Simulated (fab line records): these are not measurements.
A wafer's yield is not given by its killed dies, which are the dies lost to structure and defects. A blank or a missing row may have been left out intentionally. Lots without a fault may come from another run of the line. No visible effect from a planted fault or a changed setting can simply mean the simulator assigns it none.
fab line records | flow sky130
record lots=12 | wafers=36 | lastDay=50
route steps=708 shown NWELL@68 LDD_HVP@282 METAL1@436 PAD_OPEN@708
lots that met no fault: from a run of the same line without faults
startH: hours from the record's opening day to when the first of the lot's shown wafers began | waitH: hours elapsed since this lot's preceding step | " as in the row above | L1.1+2: a single row standing in for several wafers | - no value present, or no start provided | * or withheld: withheld | < > ~ a bound
route shown NAME@n: names a module that has steps shown in the file, with the first one's number in the route | usual: mean/standard deviation of fault-free wafers | same: alike in all rows | chamber/n: place in a boat | sites: each site's reading | _std_site: the values' standard deviation | _edge_site: mean of outer sites minus mean of inner sites | radiusMm: for every site, how far away it sits from the centre of the wafer | mask NAME#n: copy n | behind: tool/chamber where the wafer was last shaped | hold: why the lot went on hold/how many hours it stayed there/how the hold came to an end | device: whichever transistor did not switch (one of n, p or np) | end of line: the same wafers' tests at the end of the route | where a step has no rows: the recipe by itself | killed: dies that structure and defects cost at the first sort, which is not the same as the wafer's yield | map: per-die view of a wafer (x killed, . not killed, _ where there is no die)
set.NAME: the setting that was run; set.NAME@STEP: the one run at that earlier step | model.NAME: the simulator's own value behind a step, which no gauge read
one table for each step of the route and one row for each wafer, over a sample of lots
services: the hour from which a tool's chamber was out of use, counted from the record's first day as startH (under 0 if before that day), plus the number of hours and why
## steps
# step SKY_NWELL_TW_MEAS_15
# usual NWELL_TW=1831/28
lot.wafer | tool         | chamber | startH | waitH | NWELL_TW
L391.1    | filmMetro-03 | -       | 83.18  | 0.1   | 1826
L391.4    | "            | -       | "      | "     | 1818
L391.5    | "            | -       | "      | "     | 1820
L392.1    | filmMetro-02 | -       | 88.45  | 0.1   | 1866
L392.4    | "            | -       | "      | "     | 1868
L392.5    | "            | -       | "      | "     | 1862
L394.1    | filmMetro-01 | -       | 104.13 | 0.1   | 1809
L394.2    | "            | -       | "      | "     | 1819
L394.3    | "            | -       | "      | "     | 1814
L396.1    | filmMetro-03 | -       | 113.64 | 0.1   | 1817
L396.3    | "            | -       | "      | "     | 1816
L396.6    | "            | -       | "      | "     | 1814
L397.3    | filmMetro-02 | -       | 122.10 | 0.1   | 1856
L397.5    | "            | -       | "      | "     | 1865
L397.6    | "            | -       | "      | "     | 1858
L399.3    | filmMetro-01 | -       | 133.72 | 0.1   | 1813
L399.4    | "            | -       | "      | "     | 1814
L399.5    | "            | -       | "      | "     | 1814
L402.3    | filmMetro-01 | -       | 149.92 | 0.1   | 1803
L402.4    | "            | -       | "      | "     | 1809
L402.6    | "            | -       | "      | "     | 1811
L403.1    | filmMetro-02 | -       | 156.05 | 0.1   | 1881
L403.4    | "            | -       | "      | "     | 1880
L403.6    | "            | -       | "      | "     | 1872
L404.1    | filmMetro-02 | -       | 162.88 | 0.1   | 1868
L404.4    | "            | -       | "      | "     | 1859
L404.5    | "            | -       | "      | "     | 1880
L405.2    | filmMetro-03 | -       | 166.90 | 0.1   | 1800
L405.3    | "            | -       | "      | "     | 1805
L405.5    | "            | -       | "      | "     | 1809
L406.1    | filmMetro-01 | -       | 172.33 | 0.1   | 1803
L406.2    | "            | -       | "      | "     | 1804
L406.3    | "            | -       | "      | "     | 1799
L414.1    | filmMetro-03 | -       | 220.88 | 0.1   | 1811
L414.3    | "            | -       | "      | "     | 1815
L414.4    | "            | -       | "      | "     | 1803
# step SKY_LDD_HVP_EXPOSE_04
# recipe maskId=HVPTM | na=0.6 | sourceShape=conventional | sigmaOuter=0.6 | polarization=unpolarized | targetCdNm=700 | doseMj=86
lot.wafer  | tool            | chamber | startH | waitH | mask
L391.1+4+5 | ilineStepper-02 | 0       | 474.72 | -     | HVPTM#0
L392.1+4+5 | ilineStepper-01 | 0       | 482.37 | -     | HVPTM#0
L394.1+2+3 | ilineStepper-01 | 0       | 508.02 | -     | HVPTM#0
L396.1+3+6 | ilineStepper-01 | 0       | 523.99 | -     | HVPTM#0
L397.3+5+6 | ilineStepper-01 | 0       | 541.79 | -     | HVPTM#0
L399.3+4+5 | ilineStepper-02 | 0       | 554.47 | -     | HVPTM#0
L402.3+4+6 | ilineStepper-01 | 0       | 579.18 | -     | HVPTM#0
L403.1+4+6 | ilineStepper-02 | 0       | 586.57 | -     | HVPTM#0
L404.1+4+5 | ilineStepper-02 | 0       | 592.50 | -     | HVPTM#0
L405.2+3+5 | ilineStepper-01 | 0       | 601.81 | -     | LDNTM#0
L406.1+2+3 | ilineStepper-01 | 0       | 608.20 | -     | HVPTM#0
L414.1+3+4 | ilineStepper-02 | 0       | 668.42 | -     | HVPTM#0
# step SKY_LDD_HVP_OVL_MEAS_07
# usual LDD_HVP_OVL=0.7/1.3
lot.wafer | tool       | chamber | startH | waitH | LDD_HVP_OVL[nm]
L391.1    | overlay-02 | -       | 490.16 | 0.1   | 3.7
L391.4    | "          | -       | "      | "     | 1.6
L391.5    | "          | -       | "      | "     | 1.4
L392.1    | overlay-02 | -       | 497.14 | 0.1   | -1.8
L392.4    | "          | -       | "      | "     | -0.6
L392.5    | "          | -       | "      | "     | 0.8
L394.1    | overlay-02 | -       | 523.30 | 0.1   | 2.3
L394.2    | "          | -       | "      | "     | 3.3
L394.3    | "          | -       | "      | "     | 1.4
L396.1    | overlay-02 | -       | 538.66 | 0.1   | 3.0
L396.3    | "          | -       | "      | "     | 2.3
L396.6    | "          | -       | "      | "     | 3.3
L397.3    | overlay-01 | -       | 556.11 | 0.1   | -0.4
L397.5    | "          | -       | "      | "     | 0.9
L397.6    | "          | -       | "      | "     | -0.1
L399.3    | overlay-02 | -       | 569.06 | 0.1   | -0.4
L399.4    | "          | -       | "      | "     | 0.7
L399.5    | "          | -       | "      | "     | -1.3
L402.3    | overlay-02 | -       | 592.82 | 0.1   | 2.3
L402.4    | "          | -       | "      | "     | -0.3
L402.6    | "          | -       | "      | "     | 0.4
L403.1    | overlay-01 | -       | 600.25 | 0.1   | 0.5
L403.4    | "          | -       | "      | "     | 2.2
L403.6    | "          | -       | "      | "     | 2.6
L404.1    | overlay-02 | -       | 607.09 | 0.1   | 1.9
L404.4    | "          | -       | "      | "     | 1.9
L404.5    | "          | -       | "      | "     | 3.5
L405.2    | overlay-01 | -       | 616.30 | 0.1   | -
L405.3    | "          | -       | "      | "     | -
L405.5    | "          | -       | "      | "     | -
L406.1    | overlay-01 | -       | 622.36 | 0.1   | -0.3
L406.2    | "          | -       | "      | "     | 0.7
L406.3    | "          | -       | "      | "     | 0.7
L414.1    | overlay-02 | -       | 681.39 | 0.1   | -1.2
L414.3    | "          | -       | "      | "     | -3.1
L414.4    | "          | -       | "      | "     | -1.9
# step SKY_LDD_HVP_TW_MEAS_10
# usual LDD_HVP_TW=456.8/2.6
lot.wafer | tool         | chamber | startH | waitH | LDD_HVP_TW
L391.1    | filmMetro-04 | -       | 490.45 | 0.1   | 458.1
L391.4    | "            | -       | "      | "     | 458.6
L391.5    | "            | -       | "      | "     | 458.1
L392.1    | filmMetro-03 | -       | 497.43 | 0.1   | 460.0
L392.4    | "            | -       | "      | "     | 456.5
L392.5    | "            | -       | "      | "     | 457.0
L394.1    | filmMetro-01 | -       | 523.59 | 0.1   | 457.8
L394.2    | "            | -       | "      | "     | 455.1
L394.3    | "            | -       | "      | "     | 456.8
L396.1    | filmMetro-04 | -       | 538.95 | 0.1   | 458.2
L396.3    | "            | -       | "      | "     | 456.8
L396.6    | "            | -       | "      | "     | 456.5
L397.3    | filmMetro-04 | -       | 556.40 | 0.1   | 462.0
L397.5    | "            | -       | "      | "     | 458.9
L397.6    | "            | -       | "      | "     | 461.5
L399.3    | filmMetro-03 | -       | 569.35 | 0.1   | 455.9
L399.4    | "            | -       | "      | "     | 454.9
L399.5    | "            | -       | "      | "     | 457.0
L402.3    | filmMetro-01 | -       | 593.12 | 0.1   | 454.0
L402.4    | "            | -       | "      | "     | 454.1
L402.6    | "            | -       | "      | "     | 454.8
L403.1    | filmMetro-03 | -       | 600.53 | 0.1   | 454.8
L403.4    | "            | -       | "      | "     | 454.2
L403.6    | "            | -       | "      | "     | 452.0
L404.1    | filmMetro-03 | -       | 607.38 | 0.1   | 451.6
L404.4    | "            | -       | "      | "     | 453.0
L404.5    | "            | -       | "      | "     | 452.0
L405.2    | filmMetro-03 | -       | 616.59 | 0.1   | 29.8
L405.3    | "            | -       | "      | "     | 29.7
L405.5    | "            | -       | "      | "     | 29.8
L406.1    | filmMetro-01 | -       | 622.65 | 0.1   | 456.4
L406.2    | "            | -       | "      | "     | 455.1
L406.3    | "            | -       | "      | "     | 457.5
L414.1    | filmMetro-04 | -       | 681.68 | 0.1   | 457.9
L414.3    | "            | -       | "      | "     | 456.9
L414.4    | "            | -       | "      | "     | 456.5
# step SKY_METAL1_SPUTTER_02
# recipe material=AlCu | targetThkNm=250 | powerW=10600 | timeS=13.3 | chamberPressurePa=0.4
# usual throttleValvePct=29.6/0.63
lot.wafer | tool          | chamber | startH | waitH | throttleValvePct
L391.1    | pvdSputter-03 | -       | 730.05 | 0.0   | 29.5
L391.4    | "             | -       | "      | "     | 30.0
L391.5    | "             | -       | "      | "     | 29.7
L392.1    | pvdSputter-03 | -       | 737.84 | 0.0   | 29.6
L392.4    | "             | -       | "      | "     | 29.7
L392.5    | "             | -       | "      | "     | 30.0
L394.1    | pvdSputter-02 | -       | 760.84 | 0.0   | 29.0
L394.2    | "             | -       | "      | "     | 29.5
L394.3    | "             | -       | "      | "     | 30.2
L396.1    | pvdSputter-02 | -       | 772.48 | 0.0   | 30.8
L396.3    | "             | -       | "      | "     | 29.0
L396.6    | "             | -       | "      | "     | 28.8
L397.3    | pvdSputter-02 | -       | 789.48 | 0.0   | 30.3
L397.5    | "             | -       | "      | "     | 30.2
L397.6    | "             | -       | "      | "     | 29.7
L399.3    | pvdSputter-02 | -       | 801.37 | 0.0   | 29.8
L399.4    | "             | -       | "      | "     | 29.0
L399.5    | "             | -       | "      | "     | 29.8
L402.3    | pvdSputter-02 | -       | 822.31 | 0.0   | 29.1
L402.4    | "             | -       | "      | "     | 30.8
L402.6    | "             | -       | "      | "     | 30.3
L403.1    | pvdSputter-04 | -       | 828.53 | 0.0   | 29.9
L403.4    | "             | -       | "      | "     | 29.1
L403.6    | "             | -       | "      | "     | 29.3
L404.1    | pvdSputter-04 | -       | 834.93 | 0.0   | 29.3
L404.4    | "             | -       | "      | "     | 30.4
L404.5    | "             | -       | "      | "     | 30.4
L405.2    | pvdSputter-04 | -       | 841.45 | 0.0   | 29.2
L405.3    | "             | -       | "      | "     | 29.1
L405.5    | "             | -       | "      | "     | 29.0
L406.1    | pvdSputter-03 | -       | 847.15 | 0.0   | 29.7
L406.2    | "             | -       | "      | "     | 28.8
L406.3    | "             | -       | "      | "     | 29.0
L414.1    | pvdSputter-03 | -       | 901.31 | 0.0   | 29.0
L414.3    | "             | -       | "      | "     | 29.1
L414.4    | "             | -       | "      | "     | 29.6
# step SKY_METAL1_DESCUM_17
# recipe chemistry=O2 | sourcePowerW=150 | biasPowerW=0 | pressureMtorr=10 | tempC=40 | timeS=8
# usual drypumpMotorCurrentA=5.5/0.53 | heBacksideLeakSccm=3.22/0.19 | oesProductAu=1.000/0.0083 | rfFwdPowerW=147.3/0.94
lot.wafer | tool        | chamber | startH | waitH | drypumpMotorCurrentA | heBacksideLeakSccm | oesProductAu | rfFwdPowerW | rfHoursCounterH
L391.1    | rieMetal-03 | 0       | 757.57 | 0.0   | 5.5                  | 3.23               | 0.996        | 147.1       | 8.1
L391.4    | "           | 0       | "      | "     | 5.5                  | 3.17               | 0.996        | 147.3       | -
L391.5    | "           | 0       | "      | "     | 5.5                  | 3.26               | 0.998        | 148.3       | -
L392.1    | rieMetal-04 | 0       | 764.62 | 0.0   | 5.1                  | 3.14               | 0.999        | 146.0       | 5.2
L392.4    | "           | 0       | "      | "     | 5.1                  | 3.20               | 1.004        | 146.5       | -
L392.5    | "           | 0       | "      | "     | 5.1                  | 3.11               | 0.996        | 146.9       | -
L394.1    | rieMetal-01 | 1       | 787.42 | 0.0   | 5.4                  | 3.22               | 0.996        | 146.3       | 9.2
L394.2    | "           | 0       | "      | "     | 4.9                  | 3.34               | 0.995        | 146.8       | 6.4
L394.3    | "           | 0       | "      | "     | 4.9                  | 3.05               | 1.002        | 147.3       | -
L396.1    | rieMetal-03 | 0       | 798.21 | 0.0   | 5.5                  | 3.56               | 1.007        | 147.3       | 9.5
L396.3    | "           | 0       | "      | "     | 5.5                  | 3.25               | 0.984        | 147.3       | -
L396.6    | "           | 0       | "      | "     | 5.5                  | 3.38               | 1.003        | 147.4       | -
L397.3    | rieMetal-01 | 0       | 815.82 | 0.0   | 4.9                  | 3.02               | 1.000        | 147.7       | -
L397.5    | "           | 1       | "      | "     | 5.4                  | 3.13               | 1.009        | 146.7       | -
L397.6    | "           | 0       | "      | "     | 4.9                  | 3.00               | 1.003        | 147.5       | -
L399.3    | rieMetal-03 | 0       | 827.47 | 0.0   | 5.5                  | 3.33               | 0.985        | 147.5       | -
L399.4    | "           | 1       | "      | "     | 6.4                  | 3.17               | 0.995        | 148.1       | -
L399.5    | "           | 1       | "      | "     | 6.4                  | 3.06               | 1.001        | 148.3       | -
L402.3    | rieMetal-03 | 0       | 848.38 | 0.0   | 5.5                  | 3.28               | 0.996        | 147.6       | -
L402.4    | "           | 1       | "      | "     | 6.5                  | 3.41               | 0.997        | 149.3       | -
L402.6    | "           | 0       | "      | "     | 5.5                  | 3.37               | 0.996        | 148.0       | -
L403.1    | rieMetal-03 | 1       | 854.32 | 0.0   | 6.4                  | 3.43               | 1.005        | 148.4       | 7.5
L403.4    | "           | 1       | "      | "     | 6.4                  | 3.46               | 0.993        | 148.1       | -
L403.6    | "           | 1       | "      | "     | 6.4                  | 3.38               | 0.991        | 148.3       | -
L404.1    | rieMetal-01 | 1       | 860.46 | 0.0   | 5.4                  | 3.14               | 1.011        | 145.9       | 12.6
L404.4    | "           | 1       | "      | "     | 5.4                  | 3.09               | 1.003        | 146.7       | -
L404.5    | "           | 0       | "      | "     | 4.9                  | 3.23               | 0.996        | 147.4       | -
L405.2    | rieMetal-03 | 0       | 867.37 | 0.0   | 5.5                  | 2.93               | 0.992        | 147.7       | 11.3
L405.3    | "           | 1       | "      | "     | 6.5                  | 3.25               | 1.009        | 148.2       | -
L405.5    | "           | 0       | "      | "     | 5.5                  | 3.32               | 0.990        | 147.4       | -
L406.1    | rieMetal-01 | 0       | 872.91 | 0.0   | 4.9                  | 3.37               | 1.009        | 148.1       | 10.3
L406.2    | "           | 1       | "      | "     | 5.4                  | 3.19               | 1.009        | 146.9       | 13.1
L406.3    | "           | 1       | "      | "     | 5.4                  | 2.92               | 1.008        | 146.6       | -
L414.1    | rieMetal-01 | 1       | 925.97 | 0.0   | 5.3                  | 3.16               | 1.007        | 146.0       | 15.4
L414.3    | "           | 0       | "      | "     | 4.9                  | 3.01               | 0.987        | 147.9       | -
L414.4    | "           | 1       | "      | "     | 5.4                  | 3.16               | 1.003        | 145.8       | -
# step SKY_PAD_OPEN_PROBE_99
# usual killed_at_M0_to_M3=43/6.9 | killed_at_M4_up=3.2/2 | killedAtContacts=25/5.1 | killedAtFrontEnd=15/4.5 | killedAtOther=0.2/0.51 | killedDies=85/9.5 | killedOnRim=16/3.7 | killedOpen=48/6.9 | killedShort=38/6.7
# same grossDies=492 | killedAtBackSide=0
lot.wafer | tool      | chamber | startH  | waitH | killed_at_M0_to_M3 | killed_at_M4_up | killedAtContacts | killedAtFrontEnd | killedAtOther | killedDies | killedOnRim | killedOpen | killedShort
L402.3    | prober-01 | -       | 1139.44 | 0.2   | 44                 | 7               | 20               | 10               | 0             | 81         | 17          | 43         | 38
L402.4    | prober-01 | -       | 1139.49 | 0.2   | 43                 | 6               | 26               | 21               | 0             | 96         | 20          | 58         | 38
L402.6    | prober-01 | -       | 1139.59 | 0.2   | 60                 | 2               | 27               | 15               | 0             | 104        | 22          | 56         | 48
L403.1    | prober-02 | -       | 1144.13 | 0.1   | 38                 | 2               | 24               | 20               | 0             | 84         | 15          | 48         | 36
L403.4    | prober-02 | -       | 1144.28 | 0.2   | 39                 | 4               | 29               | 13               | 0             | 85         | 20          | 37         | 48
L403.6    | prober-02 | -       | 1144.38 | 0.2   | 52                 | 5               | 29               | 17               | 0             | 103        | 23          | 53         | 50
L404.1    | prober-01 | -       | 1150.01 | 0.1   | 51                 | 5               | 19               | 24               | 1             | 100        | 18          | 58         | 42
L404.4    | prober-01 | -       | 1150.16 | 0.2   | 32                 | 6               | 28               | 11               | 1             | 78         | 16          | 42         | 36
L404.5    | prober-01 | -       | 1150.21 | 0.2   | 35                 | 3               | 21               | 21               | 1             | 81         | 12          | 45         | 36
L405.2    | prober-02 | -       | 1152.52 | 0.1   | 39                 | 1               | 16               | 435              | 1             | 492        | 96          | 31         | 36
L405.3    | prober-02 | -       | 1152.57 | 0.2   | 43                 | 2               | 29               | 418              | 0             | 492        | 96          | 56         | 32
L405.5    | prober-02 | -       | 1152.67 | 0.2   | 47                 | 6               | 14               | 425              | 0             | 492        | 96          | 41         | 33
# killed by level:class
L402.3 VIA1:geometricParticle:open=10 CONTACT:geometricParticle:open=7 VIA3:geometricParticle:open=7 METAL2:geometricParticle:short=6 METAL4:geometricParticle:short=5 LOCAL_INTERCONNECT:geometricParticle:short=5 CONTACT:geometricParticle:short=5 VIA1:geometricParticle:short=4
L402.4 VIA1:geometricParticle:open=13 CONTACT:geometricParticle:open=10 VIA3:geometricParticle:open=9 FIELD_ISO:geometricParticle:short=8 LI_CONTACT:geometricParticle:open=8 FIELD_ISO:geometricParticle:open=5 METAL4:geometricParticle:short=5 METAL2:geometricParticle:short=5
L402.6 VIA1:geometricParticle:open=19 VIA2:geometricParticle:open=11 LI_CONTACT:geometricParticle:open=7 CONTACT:geometricParticle:open=7 CONTACT:geometricParticle:short=7 FIELD_ISO:geometricParticle:short=6 METAL3:geometricParticle:short=6 LOCAL_INTERCONNECT:geometricParticle:short=5
L403.1 VIA1:geometricParticle:open=10 LI_CONTACT:geometricParticle:open=8 METAL1:geometricParticle:short=7 FIELD_ISO:geometricParticle:open=6 POLY_GATE:geometricParticle:open=5 CONTACT:geometricParticle:open=5 FIELD_ISO:geometricParticle:short=4 METAL2:geometricParticle:short=4
L403.4 LI_CONTACT:geometricParticle:open=11 VIA1:geometricParticle:short=10 LOCAL_INTERCONNECT:geometricParticle:short=7 METAL1:geometricParticle:short=6 CONTACT:geometricParticle:open=5 METAL2:geometricParticle:short=5 VIA2:geometricParticle:open=5 VIA3:geometricParticle:open=5
L403.6 VIA1:geometricParticle:open=10 METAL1:geometricParticle:short=9 CONTACT:geometricParticle:open=8 LI_CONTACT:geometricParticle:open=7 VIA1:geometricParticle:short=6 METAL2:geometricParticle:short=6 VIA2:geometricParticle:open=6 VIA3:geometricParticle:open=5
L404.1 VIA1:geometricParticle:open=10 CONTACT:geometricParticle:open=10 POLY_GATE:geometricParticle:short=9 VIA2:geometricParticle:open=9 VIA3:geometricParticle:open=9 VIA1:geometricParticle:short=7 METAL2:geometricParticle:short=6 LI_CONTACT:geometricParticle:open=5
L404.4 CONTACT:geometricParticle:open=13 VIA1:geometricParticle:open=10 POLY_GATE:geometricParticle:short=5 CONTACT:geometricParticle:short=5 LI_CONTACT:geometricParticle:open=5 VIA2:geometricParticle:open=5 METAL3:geometricParticle:short=4 METAL4:geometricParticle:short=4
L404.5 VIA1:geometricParticle:open=10 CONTACT:geometricParticle:open=8 VIA2:geometricParticle:open=7 CONTACT:geometricParticle:short=6 FIELD_ISO:geometricParticle:open=5 LI_CONTACT:geometricParticle:open=5 POLY_GATE:geometricParticle:short=4 METAL1:geometricParticle:short=4
L405.2 LDD_HVP:areaExpose=425 METAL2:geometricParticle:short=9 CONTACT:geometricParticle:open=6 LOCAL_INTERCONNECT:geometricParticle:short=5 VIA1:geometricParticle:short=5 POLY_GATE:geometricParticle:open=4 VIA2:geometricParticle:open=4 LI_CONTACT:geometricParticle:open=4
L405.3 LDD_HVP:areaExpose=404 VIA1:geometricParticle:open=15 CONTACT:geometricParticle:open=12 VIA3:geometricParticle:open=8 LI_CONTACT:geometricParticle:open=8 METAL2:geometricParticle:short=6 FIELD_ISO:geometricParticle:open=4 FIELD_ISO:geometricParticle:short=3
L405.5 LDD_HVP:areaExpose=418 VIA1:geometricParticle:open=11 VIA1:geometricParticle:short=7 VIA3:geometricParticle:open=6 CONTACT:geometricParticle:open=5 METAL2:geometricParticle:short=5 VIA2:geometricParticle:open=5 FIELD_ISO:geometricParticle:open=4
## services
tool            | chamber | startH | hours | kind
ilineStepper-02 | -       | 501.20 | 7.1   | repair
rieMetal-03     | -       | 524.62 | 1.4   | pm
ilineStepper-01 | -       | 535.03 | 6.5   | repair
rieMetal-01     | -       | 568.79 | 1.2   | repair
rieMetal-01     | 1       | 579.62 | 8.9   | repair
ilineStepper-02 | -       | 625.45 | 1.7   | pm
ilineStepper-01 | -       | 632.63 | 1.7   | pm
pvdSputter-02   | -       | 648.48 | 6.9   | repair
ilineStepper-01 | -       | 674.32 | 2.1   | pm
pvdSputter-02   | -       | 677.42 | 1.5   | repair
rieMetal-01     | 0       | 682.66 | 1.1   | repair
rieMetal-01     | 1       | 719.26 | 3.4   | repair
ilineStepper-01 | -       | 722.83 | 8.9   | repair
ilineStepper-01 | -       | 730.85 | 0.9   | repair
pvdSputter-02   | -       | 751.63 | 0.9   | repair
rieMetal-03     | -       | 786.36 | 11.2  | repair
ilineStepper-02 | -       | 817.40 | 2.1   | pm
rieMetal-01     | -       | 827.76 | 0.4   | repair
pvdSputter-02   | -       | 837.70 | 4.5   | repair
pvdSputter-02   | -       | 839.46 | 16.7  | repair
ilineStepper-02 | -       | 843.65 | 1.7   | pm
ilineStepper-01 | -       | 850.81 | 1.7   | pm
pvdSputter-02   | -       | 875.26 | 0.9   | repair
rieMetal-03     | -       | 916.14 | 14.6  | pm
## key
firstSign step=SKY_LDD_HVP_EXPOSE_04 | reading=mask | direction=changed
effect step=SKY_LDD_HVP_OVL_MEAS_07 | reading=LDD_HVP_OVL | direction=missing
effect step=SKY_LDD_HVP_TW_MEAS_10 | reading=LDD_HVP_TW | direction=down | sigmas=99+ | usual=456.8 | struck=29.8
effect step=SKY_PAD_OPEN_PROBE_99 | reading=killedAtFrontEnd | direction=up | sigmas=91 | usual=15 | struck=426
moreKillsBornAt SKY_LDD_HVP_EXPOSE_04@ilineStepper-01=1247
metAt SKY_LDD_HVP_EXPOSE_04
struckLots L405
testerLeftOut L405
notActingAt SKY_NWELL_TW_MEAS_15,SKY_METAL1_SPUTTER_02,SKY_METAL1_DESCUM_17
onsetBetween 579.18 601.81
fault kind=wrongMask | tool=any | chamber=- | onsetH=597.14 | steps=SKY_LDD_HVP_EXPOSE_04 | auxCopy=LDNTM#0 | scope=struckLotsOnly
# testerLeftOut: of these lots the tester's yield and bins aren't shown, on N5 and GAA mostly nor the transistor test; their killed dies are dies lost to structure and defects alone, not to doping, threshold or leakage, so they don't give the yield
